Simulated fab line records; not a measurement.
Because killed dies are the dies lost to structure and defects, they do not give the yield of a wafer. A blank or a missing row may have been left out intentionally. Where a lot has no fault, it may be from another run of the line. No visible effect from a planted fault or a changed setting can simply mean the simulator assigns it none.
Matching of chambers | flow gf180mcu | 3 sister chambers for GF_V5_CVD_02 on pecvd-01
The step deposits SiO2 from TEOS, target thk 1450 nm, time 163.28 s. 16 wafers are shown with their chamber, then 8 later ones without.

== WAFERS, EACH WITH ITS CHAMBER ==
wafer  | chamber | heater power w (W)
L076.4 | 2       | 471
L076.5 | 1       | 681
L076.6 | 0       | 557
L079.1 | 1       | 690
L079.2 | 2       | 545
L079.3 | 0       | 701
L078.1 | 2       | 594
L078.2 | 0       | 661
L078.3 | 1       | 623
L078.4 | 0       | 543
L078.5 | 2       | 488
L078.6 | 1       | 664
L084.2 | 2       | 513
L084.3 | 0       | 590
L084.4 | 2       | 590
L085.1 | 0       | 621

SIGNATURES, as means of the wafers listed above
reading        | chamber 0 | chamber 1 | chamber 2 | scatter within a chamber
heater power w | 612.17    | 664.50    | 533.50    | 51.7
Rule: distance of a wafer from a chamber = root of the sum over the readings of ((wafer's reading minus chamber's mean) / reading's scatter) squared. The wafer belongs to the nearest chamber; if the next one is less than 2 further off, it can't be placed. The scatter: the root of (the sum of the squares of (reading less its chamber's mean) over the shown wafers, divided by (wafers less chambers)).

== WAFERS WITHOUT THEIR CHAMBER ==
wafer  | heater power w (W)
L085.2 | 501
L085.3 | 599
L085.4 | 653
L085.5 | 582
L085.6 | 683
L092.1 | 570
L092.3 | 647
L092.6 | 542

== WHICH CHAMBER EACH WENT THROUGH ==
wafer  | from the rows above          | in truth
L085.2 | can't be placed: 2 or 0      | 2
L085.3 | can't be placed: 0 or 1 or 2 | 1
L085.4 | can't be placed: 1 or 0      | 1
L085.5 | can't be placed: 0 or 2 or 1 | 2
L085.6 | can't be placed: 1 or 0      | 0
L092.1 | can't be placed: 2 or 0 or 1 | 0
L092.3 | can't be placed: 1 or 0 or 2 | 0
L092.6 | can't be placed: 2 or 0      | 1
Correct placement for 0 of the 8. These rows do not allow placing 8 (true chamber among the candidates in 7). Placed wrongly: 0.
